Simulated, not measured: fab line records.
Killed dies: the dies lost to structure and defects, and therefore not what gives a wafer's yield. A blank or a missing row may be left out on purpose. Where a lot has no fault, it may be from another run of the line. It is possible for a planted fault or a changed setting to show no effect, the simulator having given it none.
Struck lot and sound lot, side by side + flow sky130 + 23 out of 708 route steps
Sound: the wafers L856.2, L856.3, L856.4. Wafers struck: L853.1, L853.2, L853.4. At the end, the cause is stated.
At each step with rows: each side's tool, then ch and its chambers, then its first start. Under that, the readings that differ: sound wafers + struck wafers + difference of the means + sigmas: that difference in standard deviations of wafers without a fault.
alike: words and numbers the same on both sides, and readings whose means are apart by under 2 such deviations; not compared: readings that were withheld, readings missing a value for some wafer, numbers with overlapping values and no deviation given by the record, and bounds like >300 which may hide the same value.
The two part at a step that has a row with sigmas, a row that says differs or no value, or rows on one side only. Non-overlapping numbers with no deviation appear without sigmas and do not part them. A reading missing from all wafers of one side parts the sides only when that side holds two or more wafers.

first, 1 step without rows for these wafers: SKY_POLY_GATE_OXIDATION_20 (stabilise 600 s, purge 300 s, target thk 4 nm).
SKY_POLY_GATE_THK_MEAS_21:
  sound on film_metro-01 at day 17 22:39; struck on film_metro-01 at day 16 22:46
  alike: POLY_GATE_OXIDATION_THK
SKY_POLY_GATE_CD_MEAS_22:
  sound on cd_sem-01 at day 17 22:44; struck on cd_sem-02 at day 16 22:49
| reading    | sound             | struck            | difference | sigmas |
|------------|-------------------|-------------------|------------|--------|
| cd_nm (nm) | 145.7 146.0 147.6 | 152.5 151.6 149.6 | +4.8       | +2     |
then, 7 steps without rows for these wafers: SKY_LDD_N_DEHYDRATE_00 (time 60 s); SKY_LDD_N_HMDS_01 (prime time 60 s); SKY_LDD_N_COAT_02 (resist thk 300 nm); SKY_LDD_N_SOFTBAKE_03 (time 60 s); SKY_LDD_N_EXPOSE_04 (exposes mask NTM, target cd 840 nm); SKY_LDD_N_PEB_05; SKY_LDD_N_DEVELOP_06 (develop time 60 s).
SKY_LDD_N_OVL_MEAS_07:
  sound on overlay-02 at day 19 04:13; struck on overlay-02 at day 18 03:46
  alike: LDD_N_OVL
following that, these wafers have no rows for 1 step: SKY_LDD_N_IMPLANT_08.
SKY_LDD_N_IMPLANT_09:
  sound on implanter-04 ch 0, day 19 04:25; struck on implanter-01 ch 0, day 18 04:16
  alike: beam_on_s, faraday_current_uA
then, 6 steps without rows for these wafers: SKY_LDD_N_IMPLANT_10; SKY_LDD_N_IMPLANT_11; SKY_LDD_N_IMPLANT_12; SKY_LDD_N_IMPLANT_13; SKY_LDD_N_IMPLANT_14; SKY_LDD_N_IMPLANT_15.
SKY_LDD_N_STRIP_16: strips in O2/N2.
  sound on plasma_asher-04 ch 0,1, day 19 05:26; struck on plasma_asher-04 ch 0,1, day 18 05:19
| reading                      | sound             | struck            | difference | sigmas |
|------------------------------|-------------------|-------------------|------------|--------|
| strip_time_to_endpoint_s (s) | 4.323 4.327 4.315 | 4.510 4.519 4.517 | +0.194     | +14    |
  alike: drypump_motor_current_A, oes_product_au
  not compared: rf_hours_counter_h
SKY_LDD_N_TW_MEAS_17:
  sound on film_metro-01 at day 19 05:33; struck on film_metro-01 at day 18 05:25
| reading  | sound          | struck         | difference | sigmas |
|----------|----------------|----------------|------------|--------|
| LDD_N_TW | 2575 2578 2575 | 2668 2675 2682 | +99        | +5     |
then, 1 step without rows for these wafers: SKY_LDD_P_DEHYDRATE_00 (time 60 s).
-- here the record skips 27 days between the struck wafers' starts before and after, leaving off in module LDD_P and picking up in module PAD_OPEN (first step shown: number 708 of the route) --
SKY_PAD_OPEN_PROBE_99:
  sound on prober-02 at day 46 08:22; struck on prober-01 at day 45 16:59
| reading                                    | sound                | struck               | difference | sigmas |
|--------------------------------------------|----------------------|----------------------|------------|--------|
| model.etest.tip_n.rs_ohm_sq                | 444.2 440.4 443.3    | 383.4 384.2 384.1    | -58.7      |        |
| model.etest.nfet_01v8_swapped.vt_sat_v (V) | 0.6514 0.6524 0.6547 | 0.6338 0.6386 0.6307 | -0.0185    |        |
  alike: killed_at_M0_to_M3, killed_at_M4_up, killed_at_contacts, killed_at_front_end, killed_at_other, killed_dies, killed_open, killed_short

== WHERE THEY PART ==
At SKY_POLY_GATE_CD_MEAS_22 first; at SKY_LDD_N_TW_MEAS_17 last (within this record only). Later steps at which nothing parts them and some readings are alike: SKY_PAD_OPEN_PROBE_99.

WHY: what had been put in by the simulator
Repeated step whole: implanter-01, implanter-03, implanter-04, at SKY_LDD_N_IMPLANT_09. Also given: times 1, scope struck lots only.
